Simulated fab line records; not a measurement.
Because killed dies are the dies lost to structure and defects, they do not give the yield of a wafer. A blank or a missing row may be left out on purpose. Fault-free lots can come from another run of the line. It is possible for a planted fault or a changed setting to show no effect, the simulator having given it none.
fab line records	flow gf180mcu	part 2 of 2: steps 33 to 44 of 44
[record] lots = 5	wafers = 15	last-day = 33
route steps=602 shown VT_IMPLANT@116 MVSD@136 NWELL@137 LVPWELL@138 MVPSD@139 DUAL_GATE@141 POLY_GATE@157
lots that met no fault: from a run of the same line without faults
start-h: the number of hours between the record's first day and the start of the first shown wafer of the lot	wait-h: hours elapsed since this lot's preceding step	" repeats the value in the row above	L1.1+2: a row that stands for several wafers	- either no value or no given start	* or withheld: withheld	< > ~ a bound
route shown NAME@n: a module of which the file shows steps, and the number in the route of the first	usual: mean and standard deviation over wafers with no fault	same: alike in all rows	chamber/n: place in a boat	sites: each site's reading	_std_site: standard deviation across them	_edge_site: mean of outer sites minus mean of inner sites	radius-mm: how far each site lies from the wafer's centre	mask NAME#n: copy n	behind: the last tool/chamber to shape the wafer	hold: reason for holding the lot/hours on hold/outcome of the hold	device: names the non-switching transistor (n, p or np)	end of line: the route-end tests of the same wafers	a step without rows: its recipe alone	killed: not the wafer's yield, but the dies lost to structure and defects at the first sort	map: dies across one wafer; x = killed, . = not, _ = none there
set.NAME: the setting that was run; set.NAME@STEP: the one run at that earlier step	model.NAME: the simulator's own value behind a step, which no gauge read
certain route steps with their lots: each step a table, each wafer a row
services: when a tool's chamber went out of use (start-h, in hours from the record's first day, below 0 if earlier), for how many hours, and the reason
[[steps]]
[step GF_DUAL_GATE_SOFTBAKE_07]
[recipe] temp-c = 90	time-s = 60	resist = NOVOLAK
lot.wafer	tool	chamber	start-h	wait-h
L078.1+4+5	litho-track-02	0	193.99	0.1
L079.1+3+5	litho-track-04	0	201.33	0.1
L088.1+3+5	litho-track-03	0	263.96	0.1
L091.4+5+6	litho-track-04	0	280.81	0.1
L094.1+2+3	litho-track-02	0	304.79	0.1
[step GF_DUAL_GATE_EXPOSE_08]
[recipe] mask-id = Dualgate	target-cd-nm = 700	na = 0.6	source-shape = conventional	sigma-outer = 0.6	dose-mj = 140
lot.wafer	tool	chamber	start-h	wait-h	mask
L078.1+4+5	iline-stepper-01	0	-	-	Dualgate#0
L079.1+3+5	iline-stepper-02	0	-	-	Dualgate#0
L088.1+3+5	iline-stepper-01	0	-	-	Dualgate#0
L091.4+5+6	iline-stepper-01	0	-	-	Dualgate#0
L094.1+2+3	iline-stepper-01	0	-	-	Dualgate#0
[step GF_DUAL_GATE_PEB_09]
[recipe] temp-c = withheld	time-s = *	resist = NOVOLAK
lot.wafer	tool	chamber	start-h	wait-h
L078.1+4+5	litho-track-03	0	-	-
L079.1+3+5	litho-track-02	0	-	-
L088.1+3+5	litho-track-02	0	-	-
L091.4+5+6	litho-track-04	0	-	-
L094.1+2+3	litho-track-04	0	-	-
[step GF_DUAL_GATE_DEVELOP_10]
[recipe] develop-time-s = 60	dev-temp-c = 23
lot.wafer	tool	chamber	start-h	wait-h
L078.1+4+5	litho-track-03	0	202.51	0.1
L079.1+3+5	litho-track-02	0	209.99	0.1
L088.1+3+5	litho-track-02	0	273.59	0.1
L091.4+5+6	litho-track-04	0	290.51	0.1
L094.1+2+3	litho-track-04	0	314.88	0.1
[step GF_DUAL_GATE_OVL_MEAS_11]
[usual] DUAL_GATE_OVL = -0.3/1.4
lot.wafer	tool	chamber	start-h	wait-h	DUAL_GATE_OVL[nm]
L078.1	overlay-02	-	202.66	0.1	-0.7
L078.4	"	-	"	"	-1.4
L078.5	"	-	"	"	0.1
L079.1	overlay-01	-	210.14	0.1	-0.1
L079.3	"	-	"	"	-0.4
L079.5	"	-	"	"	-2.4
L088.1	overlay-01	-	273.74	0.1	1.9
L088.3	"	-	"	"	-0.5
L088.5	"	-	"	"	0.5
L091.4	overlay-01	-	290.60	0.1	-0.9
L091.5	"	-	"	"	-1.7
L091.6	"	-	"	"	-1.0
L094.1	overlay-02	-	315.03	0.1	-2.3
L094.2	"	-	"	"	-1.1
L094.3	"	-	"	"	-2.5
[step GF_DUAL_GATE_WET_ETCH_12]
[recipe] chemistry = dHF	target-depth-nm = 13	dry = n2-spin	target = SiO2	temp-c = 25	dilution = 100:1	time-s = 260
[usual] bath-heat-duty-pct = 6.2/0.68
lot.wafer	tool	chamber	start-h	wait-h	bath-heat-duty-pct
L078.1	wet-bench-04	1	202.70	0.0	6.3
L078.4	"	1	"	"	6.3
L078.5	"	1	"	"	6.3
L079.1	wet-bench-04	1	210.18	0.0	6.2
L079.3	"	1	"	"	5.7
L079.5	"	1	"	"	5.8
L088.1	wet-bench-04	2	273.77	0.0	5.0
L088.3	"	2	"	"	5.4
L088.5	"	2	"	"	4.9
L091.4	wet-bench-01	1	290.62	0.0	7.0
L091.5	"	1	"	"	8.0
L091.6	"	1	"	"	8.6
L094.1	wet-bench-03	0	315.07	0.0	6.7
L094.2	"	0	"	"	6.0
L094.3	"	0	"	"	5.9
[step GF_DUAL_GATE_STRIP_13]
[recipe] chemistry = O2/N2	power-w = 1400	pressure-mtorr = 1500	platen-temp-c = 250	o2-flow-sccm = 3000	n2-flow-sccm = 300	overash-fraction = 0.5
[usual] chamber-pressure-mTorr = 1499.8/1.3	drypump-motor-current-A = 5.9/0.33	heater-power-w = 326/14	oes-product-au = 0.717/0.0051	strip-time-to-endpoint-s = 12.63/0.032
lot.wafer	tool	chamber	start-h	wait-h	chamber-pressure-mTorr	drypump-motor-current-A	heater-power-w	oes-product-au	rf-hours-counter-h	strip-time-to-endpoint-s
L078.1	plasma-asher-01	1	202.78	0.0	1500.8	6.0	333	0.715	10	12.59
L078.4	"	1	"	"	1498.4	6.0	333	0.715	-	12.62
L078.5	"	1	"	"	1497.9	6.0	331	0.704	-	12.57
L079.1	plasma-asher-02	0	210.26	0.0	1500.0	5.8	315	0.711	39	12.64
L079.3	"	1	"	"	1498.9	6.3	328	0.716	-	12.66
L079.5	"	0	"	"	1499.7	5.8	320	0.705	-	12.67
L088.1	plasma-asher-04	0	273.86	0.0	1500.3	6.3	342	0.712	60	12.65
L088.3	"	0	"	"	1500.9	6.3	339	0.720	-	12.62
L088.5	"	1	"	"	1501.0	5.3	321	0.717	-	12.65
L091.4	plasma-asher-02	1	290.73	0.0	1502.0	6.3	328	0.716	-	12.64
L091.5	"	0	"	"	1498.9	5.8	331	0.712	-	12.64
L091.6	"	1	"	"	1499.1	6.3	329	0.722	-	12.63
L094.1	plasma-asher-04	0	315.15	0.0	1501.7	6.2	343	0.713	64	12.57
L094.2	"	1	"	"	1500.1	5.3	329	0.714	64	12.59
L094.3	"	0	"	"	1500.9	6.2	338	0.719	-	12.64
[step GF_DUAL_GATE_CLEAN_14]
[recipe] chemistry = SC1/SC2	mix = 1:4:20	temp-c = 70	time-s = 150	dry = n2-spin
[usual] bath-heat-duty-pct = 14.1/1.7
lot.wafer	tool	chamber	start-h	wait-h	bath-heat-duty-pct
L078.1	wet-bench-04	0	202.88	0.1	15.6
L078.4	"	0	"	"	14.5
L078.5	"	0	"	"	14.6
L079.1	wet-bench-01	1	210.36	0.1	15.7
L079.3	"	1	"	"	17.6
L079.5	"	1	"	"	15.7
L088.1	wet-bench-01	0	273.96	0.1	13.2
L088.3	"	0	"	"	13.2
L088.5	"	0	"	"	13.2
L091.4	wet-bench-03	0	290.84	0.1	14.5
L091.5	"	0	"	"	13.8
L091.6	"	0	"	"	13.7
L094.1	wet-bench-01	0	315.25	0.1	14.7
L094.2	"	0	"	"	11.7
L094.3	"	0	"	"	12.9
[step GF_DUAL_GATE_OXIDATION_15]
[recipe] temp-c = 850	ambient = O2	stabilise-s = 600	purge-s = 300	target-thk-a = 70.98	ox-time-s = 1995
[same] ox-time-s = 1995
lot.wafer	tool	chamber	start-h	wait-h
L078.1+4+5	furnace-01	0	202.93	0.0
L079.1+3+5	furnace-02	0	210.41	0.0
L088.1+3+5	furnace-02	0	274.01	0.0
L091.4+5+6	furnace-02	0	291.74	0.8
L094.1+2+3	furnace-01	0	316.30	1.0
[step GF_POLY_GATE_CVD_00]
[recipe] material = poly-Si	target-thk-nm = 200	temp-c = 620	time-s = 1200	pressure-mtorr = 200
lot.wafer	tool	chamber	start-h	wait-h
L078.1+4+5	lpcvd-01	1	204.48	0.0
L079.1+3+5	lpcvd-01	1	212.74	0.8
L088.1+3+5	lpcvd-02	0	275.56	0.0
L091.4+5+6	lpcvd-01	0	293.29	0.0
L094.1+2+3	lpcvd-02	1	317.85	0.0
[step GF_POLY_GATE_THK_MEAS_01]
[recipe] reads = poly-Si_of_POLY_GATE_CVD_00
[usual] POLY_GATE_CVD_00_THK = 201.1/2
lot.wafer	tool	chamber	start-h	wait-h	POLY_GATE_CVD_00_THK[nm]
L078.1	film-metro-03	-	205.81	0.0	200.7
L078.4	"	-	"	"	200.6
L078.5	"	-	"	"	200.0
L079.1	film-metro-04	-	214.07	0.0	203.1
L079.3	"	-	"	"	200.2
L079.5	"	-	"	"	203.1
L088.1	film-metro-03	-	276.90	0.0	197.8
L088.3	"	-	"	"	198.9
L088.5	"	-	"	"	199.9
L091.4	film-metro-04	-	294.65	0.0	199.8
L091.5	"	-	"	"	197.8
L091.6	"	-	"	"	198.8
L094.1	film-metro-03	-	319.19	0.0	201.1
L094.2	"	-	"	"	198.3
L094.3	"	-	"	"	198.9
[step GF_POLY_GATE_DEHYDRATE_02]
[recipe] temp-c = 200	time-s = 60
lot.wafer	tool	chamber	start-h	wait-h
L078.1+4+5	litho-track-04	0	213.93	8.1
L079.1+3+5	litho-track-01	0	222.47	8.4
L088.1+3+5	litho-track-01	0	285.82	8.9
L091.4+5+6	litho-track-01	0	303.99	9.3
L094.1+2+3	litho-track-04	0	329.63	10.4
[[services]]
tool	chamber	start-h	hours	kind
implanter-01	-	140.83	1.7	repair
implanter-04	-	140.85	2.9	repair
plasma-asher-02	-	142.49	24.3	pm
iline-stepper-02	-	148.95	1.7	pm
implanter-02	-	153.18	3.1	repair
iline-stepper-02	-	156.51	8.9	pm
lpcvd-01	-	170.96	1.0	repair
wet-bench-04	-	177.90	6.8	repair
lpcvd-01	-	181.00	1.7	repair
furnace-02	-	193.98	2.9	pm
implanter-02	-	216.46	2.9	pm
implanter-01	-	218.87	12.8	pm
furnace-02	-	225.24	3.5	pm
iline-stepper-01	0	230.12	-	calibration
plasma-asher-01	-	231.24	0.7	repair
implanter-04	-	231.37	4.0	pm
implanter-04	-	236.67	2.0	repair
lpcvd-01	-	238.89	0.5	repair
litho-track-01	-	246.87	-	consumable-replace:filter
iline-stepper-02	0	252.82	-	calibration
furnace-01	-	288.75	3.6	pm
wet-bench-01	-	315.91	2.6	repair
furnace-01	-	325.35	3.0	pm
